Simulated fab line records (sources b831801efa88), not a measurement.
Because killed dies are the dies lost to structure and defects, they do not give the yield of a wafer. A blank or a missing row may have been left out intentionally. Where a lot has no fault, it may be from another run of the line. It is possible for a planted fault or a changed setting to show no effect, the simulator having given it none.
8D (eight disciplines) problem report, filled in by code | flow gf180mcu | the parts of the form that need people (team, actions taken, sign-off) are left out

== 1. WHAT IS WRONG ==
Mean of strip-time-to-endpoint-s at GF_M2_STRIP_17: 7.64 s across 5 wafers in 3 lots; on wafers with no fault it is 7.36 s (standard deviation 0.048). That puts it +5.7 standard deviations away from the usual mean.
The step: strips in O2/N2.
First observed at day 24 03:11: wafer L735.1, on plasma-asher-03. At this step, 38 wafers from 13 lots have a number in the record. Rule for "out" (also "out of limits"): further than 4 standard deviations from the usual mean. The other wafers with a number count as sound.

== 2. WHAT IT IS, AND WHAT IT ISN'T ==
question                    | is                                                | is not
which readings at this step | strip-time-to-endpoint-s                          | heater-power-w
which lots                  | L735, L737, L738                                  | L723, L724, L725, L726, L728, L740, L741, L742, L743, L746
which wafers of those lots  | L735.1, L735.6, L737.1, L737.6, L738.1            | L737.4, L738.4, L738.5
read on which tools         | plasma-asher-02, plasma-asher-03, plasma-asher-04 | -
when                        | from day 24 03:11                                 | up to then (15 sound wafers); but 18 sound wafers of L737, L738, L740, L741, L742, L743, L746 came after

== 3. SUSPECTS, AND WHAT RULES EACH OUT ==
Counting: if a tool at a process step up to the reading ran every lot that is out, it stays a suspect. Sound lots after the first of them don't rule it out here, since some wafers of a struck lot are sound.
- litho-track-03 at GF_M2_COAT_09 (resist thk 1000 nm): kept. Every lot that is out went through it, the first being L735 (day 23 15:13); the last sound lot it ran before that was L724 (day 18 22:28).
After counting, what remains is litho-track-03 at GF_M2_COAT_09.

== 4. THE CAUSE (what the simulator had put in) ==
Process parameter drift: litho-track-03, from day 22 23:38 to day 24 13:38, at GF_M2_COAT_09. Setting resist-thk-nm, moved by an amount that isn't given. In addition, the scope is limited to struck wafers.
After counting, this tool was the only one left.

== 5. THE EFFECT CHAIN, in route order ==
One row per reading whose mean, taken over the struck wafers that have a number, lies over 3 standard deviations from the usual. Only readings whose record carries a usual standard deviation are examined. hours: median over the lots of the time between each lot's start at the first step of this table that gives one and its start at this step. sigmas: the change, counted in usual standard deviations.
hours | step           | reading                  | usual  | on struck wafers | change | sigmas
0     | GF_M2_STRIP_17 | strip-time-to-endpoint-s | 7.36 s | 7.64             | +0.28  | +5.7
Process steps it contains:
- GF_M2_STRIP_17: strips in O2/N2.

== 6. WHAT WOULD HAVE CAUGHT IT SOONER ==
28 hours passed between the start of the fault at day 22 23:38 and the first reading out of limits in this record, taken at day 24 03:11.
By day 24 03:11, every lot that is out (3) had started GF_M2_COAT_09 on litho-track-03. None of them would have been spared by holding the tool at that moment.
